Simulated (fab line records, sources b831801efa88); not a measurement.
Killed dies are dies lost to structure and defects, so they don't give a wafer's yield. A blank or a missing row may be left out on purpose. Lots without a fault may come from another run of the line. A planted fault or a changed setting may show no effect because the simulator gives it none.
Which tool did it? | flow gf180mcu | 11 lots, 33 wafers sampled, at 4 steps of a route of 602

WHAT THE GAUGES READ, wafer by wafer
GF_HV_LDD_THK_MEAS_57. Usual: HV_LDD_CVD_56_THK 90.1 nm, standard deviation 0.7.
lot  | measured     | on            | HV_LDD_CVD_56_THK (nm) | flag
L979 | day 13 09:35 | film_metro-03 | 90.7 89.9 90.3         |
L980 | day 13 19:59 | film_metro-04 | 90.2 89.8 90.9         |
L983 | day 14 20:49 | film_metro-04 | 89.5 90.7 89.8         |
L986 | day 15 18:40 | film_metro-01 | 90.5 89.9 89.5         |
L988 | day 16 07:20 | film_metro-03 | 90.5 90.7 90.2         |
L990 | day 17 06:20 | film_metro-03 | 114.4 114.9 114.4      | OFF
L991 | day 17 11:38 | film_metro-01 | 115.4 115.6 115.5      | OFF
L992 | day 17 17:05 | film_metro-03 | 89.8 90.7 89.7         |
L997 | day 19 17:04 | film_metro-01 | 90.0 89.1 89.4         |
L998 | day 20 03:38 | film_metro-04 | 89.1 88.8 88.6         |
L999 | day 20 05:53 | film_metro-04 | 90.9 90.9 90.9         |

GF_NSD_OVL_MEAS_08. Usual: NSD_OVL 0.9 nm, standard deviation 1.3.
lot  | measured     | on         | NSD_OVL (nm) | flag
L979 | day 14 05:55 | overlay-01 | -0.2 0.1 0.9 |
L980 | day 14 16:22 | overlay-01 | 0.9 0.5 0.1  |
L983 | day 15 18:25 | overlay-01 | 1.0 0.4 2.3  |
L986 | day 16 16:43 | overlay-01 | 3.7 1.6 1.8  |
L988 | day 17 05:30 | overlay-01 | 1.8 2.6 1.0  |
L990 | day 18 05:40 | overlay-01 | 2.4 2.1 1.6  |
L991 | day 18 11:25 | overlay-01 | 0.1 0.5 1.3  |
L992 | day 18 17:33 | overlay-02 | 0.2 1.6 1.7  |
L997 | day 20 16:50 | overlay-01 | 0.7 0.0 -0.4 |
L998 | day 21 04:12 | overlay-01 | 0.0 0.7 1.0  |
L999 | day 21 05:25 | overlay-01 | 0.6 1.7 2.3  |

WHICH TOOL RAN EACH LOT (tool, then ch and the chambers of the sampled wafers, then the start)
lot  | GF_HV_LDD_CVD_56            | GF_HV_LDD_ETCHBACK_58
L979 | lpcvd-01 ch 1, day 13 08:10 | rie_diel-01 ch 0,1,2, day 13 09:39
L980 | lpcvd-02 ch 0, day 13 18:33 | rie_diel-01 ch 0,2,3, day 13 20:02
L983 | lpcvd-01 ch 0, day 14 19:15 | rie_diel-01 ch 2,3, day 14 20:52
L986 | lpcvd-02 ch 0, day 15 17:15 | rie_diel-01 ch 0,1,3, day 15 18:44
L988 | lpcvd-01 ch 0, day 16 05:54 | rie_diel-04 ch 1,2,3, day 16 07:23
L990 | lpcvd-02 ch 1, day 17 04:55 | rie_diel-04 ch 0,1, day 17 06:23
L991 | lpcvd-02 ch 1, day 17 10:11 | rie_diel-04 ch 0,2,3, day 17 11:40
L992 | lpcvd-01 ch 0, day 17 15:40 | rie_diel-01 ch 1,2, day 17 17:09
L997 | lpcvd-01 ch 0, day 19 14:55 | rie_diel-04 ch 0,1,2, day 19 17:07
L998 | lpcvd-01 ch 0, day 20 02:12 | rie_diel-04 ch 0,1,3, day 20 03:41
L999 | lpcvd-01 ch 1, day 20 04:26 | rie_diel-04 ch 1,2,3, day 20 05:56
- GF_HV_LDD_CVD_56: deposits Si3N4 from DCS/NH3, target thk 90 nm, time 1543 s.
- GF_HV_LDD_ETCHBACK_58: etches Si3N4 in CH3F/O2, stops on SiO2, time 100 s, target depth 90 nm.

WHAT THE TOOLS THEMSELVES READ (means of the sampled wafers that have a number; where no wafer has one, the mark that the record gives instead)
GF_HV_LDD_CVD_56. Usual: spike_tc_lower_C 770.0 C, standard deviation 1.2; spike_tc_upper_C 770.4 C, standard deviation 1.7; zone_power_lower_pct 13.9 %, standard deviation 1.7.
lot  | tool     | spike_tc_lower_C (C) | spike_tc_upper_C (C) | zone_power_lower_pct (%) | flag
L979 | lpcvd-01 | 769.5                | 769.5                | 11.9                     |
L980 | lpcvd-02 | 770.7                | 771.3                | 17.2                     |
L983 | lpcvd-01 | 770.4                | 770.2                | 14.8                     |
L986 | lpcvd-02 | 770.7                | 770.9                | 17.3                     |
L988 | lpcvd-01 | 770.6                | 769.3                | 14.8                     |
L990 | lpcvd-02 | 769.3                | 772.6                | 12.9                     |
L991 | lpcvd-02 | 768.2                | 770.7                | 12.8                     |
L992 | lpcvd-01 | 770.4                | 770.1                | 15.0                     |
L997 | lpcvd-01 | 769.6                | 770.0                | 14.8                     |
L998 | lpcvd-01 | 770.3                | 769.5                | 14.8                     |
L999 | lpcvd-01 | 770.7                | 769.2                | 12.0                     |

GF_HV_LDD_ETCHBACK_58. Usual: ch3f_flow_sccm 40.01 sccm, standard deviation 0.11; drypump_motor_current_A 5.8 A, standard deviation 0.44; oes_product_au 0.843 a.u., standard deviation 0.0057; throttle_valve_pct 10.561 %, standard deviation 0.0082.
lot  | tool        | ch3f_flow_sccm (sccm) | drypump_motor_current_A (A) | oes_product_au (a.u.) | throttle_valve_pct (%) | flag
L979 | rie_diel-01 | 40.00                 | 5.6                         | 0.846                 | 10.560                 |
L980 | rie_diel-01 | 39.99                 | 5.7                         | 0.845                 | 10.561                 |
L983 | rie_diel-01 | 40.07                 | 5.8                         | 0.842                 | 10.557                 |
L986 | rie_diel-01 | 40.00                 | 5.7                         | 0.836                 | 10.559                 |
L988 | rie_diel-04 | 39.97                 | 6.0                         | 0.845                 | 10.550                 |
L990 | rie_diel-04 | 39.96                 | 5.9                         | 0.967                 | 10.572                 | OFF
L991 | rie_diel-04 | 40.02                 | 5.6                         | 0.971                 | 10.585                 | OFF
L992 | rie_diel-01 | 39.99                 | 5.8                         | 0.846                 | 10.565                 |
L997 | rie_diel-04 | 39.93                 | 5.6                         | 0.839                 | 10.559                 |
L998 | rie_diel-04 | 40.06                 | 5.8                         | 0.833                 | 10.560                 |
L999 | rie_diel-04 | 39.98                 | 6.0                         | 0.845                 | 10.562                 |

THE ANSWER, worked out from the rows above alone
Rule: a lot is off if the mean of its wafers that have a number lies more than 3 standard deviations from the usual mean. A lot without any number at a reading at which 4 lots or more have one is off too. The other lots that the step has rows for count as sound. The gauges are gone through in route order, then the tools' own readings, and for those a lot's mean is taken as printed above. The first step at which some lot is off is used, and at that step the reading that is off furthest; a lot without a number counts as furthest.
Off: L990, L991, at GF_HV_LDD_THK_MEAS_57 (HV_LDD_CVD_56_THK).
A tool fits if, at a process step before that reading, it ran every lot that is off, and no sound lot after the first of them. The gauges at GF_HV_LDD_THK_MEAS_57 aren't tried: what is off there is off at GF_HV_LDD_ETCHBACK_58 too, on other tools, and a gauge's error can't cause that. One fits: lpcvd-02 at GF_HV_LDD_CVD_56. Its last sound lot is L986 (day 15 17:15), its first lot that is off L990 (day 17 04:55): a fault that began between those two fits.

WHAT THE SIMULATOR HAD PUT IN
Process parameter drift: lpcvd-02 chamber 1, from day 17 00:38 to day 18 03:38, at GF_HV_LDD_CVD_56. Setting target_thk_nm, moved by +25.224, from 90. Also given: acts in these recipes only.
Lots struck among those shown: L990, L991. The rule above found the same.
